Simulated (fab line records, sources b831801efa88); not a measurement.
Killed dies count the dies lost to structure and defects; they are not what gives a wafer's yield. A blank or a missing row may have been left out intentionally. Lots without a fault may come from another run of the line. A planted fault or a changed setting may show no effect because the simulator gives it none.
The tool behind it: which one? -- flow sky130 -- Sampling: 11 lots, 33 wafers, 6 of 708 route steps

WHAT THE GAUGES SHOWED, per wafer
SKY_LOCAL_INTERCONNECT_OVL_MEAS_12. Usual: for LOCAL_INTERCONNECT_OVL the level is 3 nm and the standard deviation is 4.9.
lot,measured,on,LOCAL_INTERCONNECT_OVL (nm),flag
L514,day 30 10:17,overlay-02,3 -2 1,
L515,day 30 19:59,overlay-02,-7 -6 -3,
L516,day 31 13:55,overlay-02,-2 1 0,
L519,day 32 08:10,overlay-02,-4 -5 3,
L520,day 32 12:40,overlay-02,6 3 5,
L525,day 33 21:34,overlay-01,9 7 5,
L526,day 34 19:16,overlay-01,5 13 7,
L530,day 35 21:37,overlay-02,7 4 4,
L535,day 37 17:37,overlay-02,10 13 9,
L536,day 38 00:46,overlay-01,5 3 3,
L537,day 38 08:52,overlay-01,10 11 14,

SKY_CONTACT_RS_MEAS_25: uses a four-point probe to measure. Usual: for CONTACT_W_RS the level is 0.339 ohm/sq and the standard deviation is 0.005.
lot,measured,on,CONTACT_W_RS (ohm/sq),flag
L514,day 31 16:24,film_metro-03,0.334 0.332 0.337,
L515,day 32 01:28,film_metro-04,0.342 0.338 0.338,
L516,day 32 19:52,film_metro-01,0.345 0.349 0.347,
L519,day 33 14:38,film_metro-01,0.350 0.342 0.342,
L520,day 33 17:49,film_metro-03,0.340 0.345 0.343,
L525,day 35 02:50,film_metro-03,0.378 0.378 0.375,OFF
L526,day 35 23:20,film_metro-01,0.341 0.373 0.373,OFF
L530,day 37 02:29,film_metro-01,0.337 0.331 0.329,
L535,day 38 21:25,film_metro-03,0.334 0.337 0.339,
L536,day 39 05:12,film_metro-03,0.339 0.339 0.338,
L537,day 39 13:13,film_metro-04,0.337 0.331 0.335,

SKY_CONTACT_THK_MEAS_26: measures by xrf. Usual: for CONTACT_W_THK the level is 331 nm and the standard deviation is 5.7.
lot,measured,on,CONTACT_W_THK (nm),flag
L514,day 31 16:29,film_metro-03,334 338 331,
L515,day 32 01:34,film_metro-04,325 328 327,
L516,day 32 19:59,film_metro-01,323 321 323,
L519,day 33 14:45,film_metro-01,321 327 329,
L520,day 33 17:56,film_metro-03,333 332 332,
L525,day 35 02:57,film_metro-03,300 302 304,OFF
L526,day 35 23:26,film_metro-01,328 301 298,OFF
L530,day 37 02:35,film_metro-01,329 334 333,
L535,day 38 21:32,film_metro-03,341 337 333,
L536,day 39 05:19,film_metro-03,333 336 338,
L537,day 39 13:20,film_metro-04,331 335 331,

WHICH TOOL RAN EACH LOT (tool, then ch and the chambers of the sampled wafers, then the start)
lot,SKY_LOCAL_INTERCONNECT_METAL_ETCH_14,SKY_CONTACT_CMP_04,SKY_CONTACT_CVD_24
L514,"rie_metal-03 ch 0,1, day 30 10:23","cmp-02 ch 0,1,3, day 30 11:25","cvd_w-02 ch 0,1, day 31 16:16"
L515,"rie_metal-02 ch 1, day 30 20:11","cmp-01 ch 2,3, day 30 21:06","cvd_w-02 ch 0,1, day 32 01:20"
L516,"rie_metal-02 ch 0,1, day 31 14:01","cmp-01 ch 0,3, day 31 14:53","cvd_w-01 ch 1, day 32 19:46"
L519,"rie_metal-03 ch 0,1, day 32 08:16","cmp-01 ch 0,2,3, day 32 09:17","cvd_w-01 ch 0,1, day 33 14:31"
L520,"rie_metal-02 ch 0,1, day 32 12:46","cmp-02 ch 1,2, day 32 13:40","cvd_w-01 ch 0,1, day 33 17:42"
L525,"rie_metal-03 ch 0,1, day 33 21:40","cmp-01 ch 1,2, day 33 22:35","cvd_w-01 ch 1, day 35 02:43"
L526,"rie_metal-01 ch 0,1, day 34 19:22","cmp-01 ch 0,1,2, day 34 20:19","cvd_w-01 ch 0,1, day 35 23:14"
L530,"rie_metal-03 ch 0,1, day 35 21:44","cmp-01 ch 0,1,2, day 35 22:37","cvd_w-02 ch 0,1, day 37 02:22"
L535,"rie_metal-03 ch 1, day 37 17:43","cmp-02 ch 1,2, day 37 18:35","cvd_w-02 ch 0,1, day 38 21:18"
L536,"rie_metal-02 ch 0,1, day 38 00:51","cmp-01 ch 0,2, day 38 01:47","cvd_w-02 ch 1, day 39 05:04"
L537,"rie_metal-03 ch 0, day 38 09:01","cmp-02 ch 1,2,3, day 38 10:02","cvd_w-02 ch 0,1, day 39 13:06"
- SKY_LOCAL_INTERCONNECT_METAL_ETCH_14: etches TiN in Cl2/BCl3, stops on PSG, target depth 110 nm, time 31.4 s.
- SKY_CONTACT_CMP_04: polishes SiO2.
- SKY_CONTACT_CVD_24: deposits W, target thk 340 nm, time 102.12 s.

WHAT THE TOOLS THEMSELVES READ (means of the sampled wafers that have a number; where no wafer has one, the mark that the record gives instead)
SKY_LOCAL_INTERCONNECT_METAL_ETCH_14. Usual: drypump_motor_current_A 5.60 A, standard deviation 0.26; oes_product_au 0.943 a.u., standard deviation 0.0069; throttle_valve_pct 21.900 %, standard deviation 0.01.
lot,tool,drypump_motor_current_A (A),oes_product_au (a.u.),throttle_valve_pct (%),flag
L514,rie_metal-03,5.76,0.944,21.905,
L515,rie_metal-02,5.53,0.950,21.890,
L516,rie_metal-02,5.48,0.940,21.901,
L519,rie_metal-03,5.76,0.946,21.902,
L520,rie_metal-02,5.47,0.939,21.907,
L525,rie_metal-03,5.76,0.943,21.897,
L526,rie_metal-01,5.42,0.939,21.906,
L530,rie_metal-03,5.73,0.936,21.907,
L535,rie_metal-03,5.82,0.947,21.889,
L536,rie_metal-02,5.48,0.943,21.890,
L537,rie_metal-03,5.64,0.945,21.898,

SKY_CONTACT_CMP_04. Usual: edge_zone_pressure_frac 1.000, standard deviation 0.0049; motor_current_A 11.6 A, standard deviation 1.2; time_to_endpoint_s 85 s, standard deviation 5.
lot,tool,edge_zone_pressure_frac,motor_current_A (A),time_to_endpoint_s (s),flag
L514,cmp-02,1.004,11.3,77,
L515,cmp-01,0.998,12.0,84,
L516,cmp-01,0.999,11.2,87,
L519,cmp-01,1.000,11.8,84,
L520,cmp-02,1.005,12.2,78,
L525,cmp-01,1.005,11.3,93,
L526,cmp-01,0.997,10.8,92,
L530,cmp-01,1.002,11.4,85,
L535,cmp-02,0.995,12.6,83,
L536,cmp-01,1.000,10.7,81,
L537,cmp-02,1.000,12.4,78,

SKY_CONTACT_CVD_24. Usual: chamber_pressure_Torr 39.99 Torr, standard deviation 0.09; heater_power_w 809 W, standard deviation 34.
lot,tool,chamber_pressure_Torr (Torr),heater_power_w (W),flag
L514,cvd_w-02,39.95,799,
L515,cvd_w-02,40.04,788,
L516,cvd_w-01,39.93,879,
L519,cvd_w-01,39.98,823,
L520,cvd_w-01,39.86,830,
L525,cvd_w-01,33.05,868,OFF
L526,cvd_w-01,35.49,839,OFF
L530,cvd_w-02,40.09,794,
L535,cvd_w-02,40.01,795,
L536,cvd_w-02,39.93,791,
L537,cvd_w-02,40.05,791,

THE ANSWER, worked out from the rows above alone
Rule: take the mean of a lot's wafers that have a number; if it is more than 3 standard deviations from the usual mean, the lot is off. A lot without any number at a reading at which 4 lots or more have one is off too. Where the step has rows for the other lots, those lots are counted as sound. Order of review: gauges by route order, followed by the tools' own readings, for which a lot's mean as printed above is used. At the first step where some lot is off, the reading lying furthest off is the one used; lots without a number count as furthest.
Off: L525, L526, at SKY_CONTACT_RS_MEAS_25 (CONTACT_W_RS).
If a tool, at a process step before that reading, ran all the lots that are off and no sound lot after the first of them, it fits. The gauges at SKY_CONTACT_RS_MEAS_25 aren't tried: what is off there is off at SKY_CONTACT_CVD_24 too, on other tools, and a gauge's error can't cause that. One fits: cvd_w-01 at SKY_CONTACT_CVD_24. Its last sound lot is L520 (day 33 17:42), its first lot that is off L525 (day 35 02:43): a fault that began between those two fits.
On the lots that are off, the tool's own readings at SKY_CONTACT_CVD_24 differ by more than 5 times the standard deviation of the sound lots' means, which bears it out; chamber_pressure_Torr reads 34.27 Torr there versus 39.98 Torr on the sound lots.

WHAT THE SIMULATOR HAD PUT IN
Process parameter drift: cvd_w-01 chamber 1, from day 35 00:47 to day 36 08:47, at SKY_CONTACT_CVD_24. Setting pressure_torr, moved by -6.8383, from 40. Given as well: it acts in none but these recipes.
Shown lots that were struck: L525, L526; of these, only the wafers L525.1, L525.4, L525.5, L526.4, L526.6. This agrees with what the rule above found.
